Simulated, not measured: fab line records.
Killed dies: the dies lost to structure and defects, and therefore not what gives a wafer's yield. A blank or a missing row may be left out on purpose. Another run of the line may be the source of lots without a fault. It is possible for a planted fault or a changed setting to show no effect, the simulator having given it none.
The tool behind it: which one? | flow sky130 | 14 lots, 42 wafers sampled, at 4 steps of a route of 708

== WHAT THE GAUGES SHOWED, per wafer ==
SKY_PWDE_OVL_MEAS_07.
lot  | measured    | on         | PWDE_OVL (nm)
L684 | day 4 04:32 | overlay-02 | -2.1 -3.1 -3.3
L685 | day 4 08:36 | overlay-01 | -0.3 -1.6 -0.2
L686 | day 4 16:05 | overlay-02 | 0.0 -1.5 -0.1
L687 | day 4 21:15 | overlay-02 | 0.8 -2.4 0.4
L688 | day 5 00:53 | overlay-01 | -2.6 -0.9 -2.0
L689 | day 5 05:16 | overlay-01 | -0.1 -0.8 -0.4
L694 | day 6 09:38 | overlay-02 | 0.3 -0.9 0.2
L695 | day 6 14:14 | overlay-02 | -0.4 -0.3 -1.6
L696 | day 6 18:46 | overlay-01 | -0.1 -1.7 -1.9
L697 | day 7 07:47 | overlay-02 | -1.2 0.4 -0.3
L700 | day 7 20:53 | overlay-01 | 1.3 -2.8 -1.6
L702 | day 8 07:26 | overlay-02 | -0.6 -2.0 -2.1
L705 | day 8 23:54 | overlay-02 | -3.7 -1.5 -1.1
L706 | day 9 02:46 | overlay-01 | -1.5 -1.4 -0.3

SKY_NWELL_OVL_MEAS_10.
lot  | measured     | on         | NWELL_00_OVL (nm)
L684 | day 4 21:37  | overlay-01 | 0.1 1.3 0.2
L685 | day 5 02:15  | overlay-01 | 2.2 2.7 1.1
L686 | day 5 09:18  | overlay-02 | 0.8 1.0 1.8
L687 | day 5 15:09  | overlay-02 | -1.8 -3.2 -1.6
L688 | day 5 18:29  | overlay-02 | 1.2 2.3 0.5
L689 | day 5 23:50  | overlay-02 | -1.3 -2.4 -0.3
L694 | day 7 04:35  | overlay-01 | 1.6 2.3 2.7
L695 | day 7 09:46  | overlay-02 | -1.5 0.5 -0.7
L696 | day 7 14:21  | overlay-02 | 1.1 0.5 -0.4
L697 | day 8 03:38  | overlay-01 | 2.7 2.2 2.0
L700 | day 8 16:42  | overlay-01 | -0.3 3.2 0.6
L702 | day 9 03:41  | overlay-02 | -0.4 1.2 -0.6
L705 | day 9 21:36  | overlay-02 | -0.8 -0.7 -0.1
L706 | day 10 01:32 | overlay-01 | -0.1 0.4 -0.6

SKY_VT_ADJUST_HVTP_OVL_MEAS_08.
lot  | measured     | on         | VT_ADJUST_HVTP_OVL (nm)
L684 | day 6 10:50  | overlay-01 | -0.4 -1.1 -0.8
L685 | day 6 14:40  | overlay-02 | 0.6 1.9 0.3
L686 | day 6 22:35  | overlay-02 | -4.2 -2.8 -3.7
L687 | day 7 04:58  | overlay-01 | -0.6 -1.2 -0.6
L688 | day 7 09:38  | overlay-01 | -2.5 -2.3 -1.5
L689 | day 7 15:27  | overlay-01 | -2.4 -0.1 -1.2
L694 | day 8 21:41  | overlay-02 | -2.0 -1.7 -2.7
L695 | day 9 03:38  | overlay-01 | -0.4 -0.7 -1.3
L696 | day 9 08:08  | overlay-02 | -0.4 1.0 1.3
L697 | day 9 22:39  | overlay-01 | 2.1 0.4 1.0
L700 | day 10 14:00 | overlay-02 | -0.2 1.1 -0.6
L702 | day 11 01:36 | overlay-02 | -0.5 -1.0 -0.2
L705 | day 11 19:41 | overlay-01 | 1.3 0.3 -1.0
L706 | day 12 00:41 | overlay-01 | -1.2 0.7 -0.6

== WHICH TOOL RAN EACH LOT (tool, then ch and the chambers of the sampled wafers, then the start) ==
lot  | SKY_NWELL_DEVELOP_22
L684 | lithoTrack-04 ch 0, day 5 15:00
L685 | lithoTrack-01 ch 0, day 5 19:00
L686 | lithoTrack-04 ch 0, day 6 03:00
L687 | lithoTrack-01 ch 0, day 6 09:00
L688 | lithoTrack-03 ch 0, day 6 13:00
L689 | lithoTrack-04 ch 0, day 6 18:00
L694 | lithoTrack-04 ch 0, day 8 00:00
L695 | lithoTrack-01, day 8 06:00
L696 | lithoTrack-03, day 8 10:00
L697 | lithoTrack-04 ch 0, day 9 00:00
L700 | lithoTrack-04 ch 0, day 9 14:00
L702 | lithoTrack-03 ch 0, day 10 01:00
L705 | lithoTrack-03 ch 0, day 10 19:00
L706 | lithoTrack-03 ch 0, day 11 00:00
- SKY_NWELL_DEVELOP_22: develop time 60 s.

== WHAT THE TOOLS THEMSELVES READ (means of the sampled wafers that have a number; where no wafer has one, the mark that the record gives instead) ==
SKY_NWELL_DEVELOP_22.
lot  | tool          | chillPlateTempC (C)
L684 | lithoTrack-04 | 23.02
L685 | lithoTrack-01 | 22.93
L686 | lithoTrack-04 | 22.96
L687 | lithoTrack-01 | 22.92
L688 | lithoTrack-03 | 22.97
L689 | lithoTrack-04 | 23.03
L694 | lithoTrack-04 | 22.96
L695 | lithoTrack-01 | -
L696 | lithoTrack-03 | -
L697 | lithoTrack-04 | 22.94
L700 | lithoTrack-04 | 23.04
L702 | lithoTrack-03 | 22.94
L705 | lithoTrack-03 | 22.93
L706 | lithoTrack-03 | 22.92

== THE ANSWER, worked out from the rows above alone ==
Rule: the lots themselves supply what counts as usual. The widest of any qualifying gaps counts: lots, ordered by their means at a reading, are off when they make up no more than a third of the lots, leave a main group of 4 or more, and stand apart from it by 3 or more times the standard deviation of that group's means. A main group is skipped when, at the precision printed for the reading in the tables above, its means are all equal. Also off: a lot with no number at a reading for which 4 or more lots have one. Where the step has rows for the other lots, those lots are counted as sound. The gauges are gone through in route order, then the tools' own readings, and for those a lot's mean is taken as printed above. At the first step where some lot is off, the reading lying furthest off is the one used; lots without a number count as furthest.
Off: L695, L696 (SKY_NWELL_DEVELOP_22, chillPlateTempC). Without a number there: L695, L696. For the main group the mean is 22.96 C and the standard deviation 0.041.
If a tool, at that step or one of the process steps before it, ran each lot that is off and ran no sound lot following the first of them, it fits. Not one of the candidates tried fits.

== WHAT THE SIMULATOR HAD INSERTED ==
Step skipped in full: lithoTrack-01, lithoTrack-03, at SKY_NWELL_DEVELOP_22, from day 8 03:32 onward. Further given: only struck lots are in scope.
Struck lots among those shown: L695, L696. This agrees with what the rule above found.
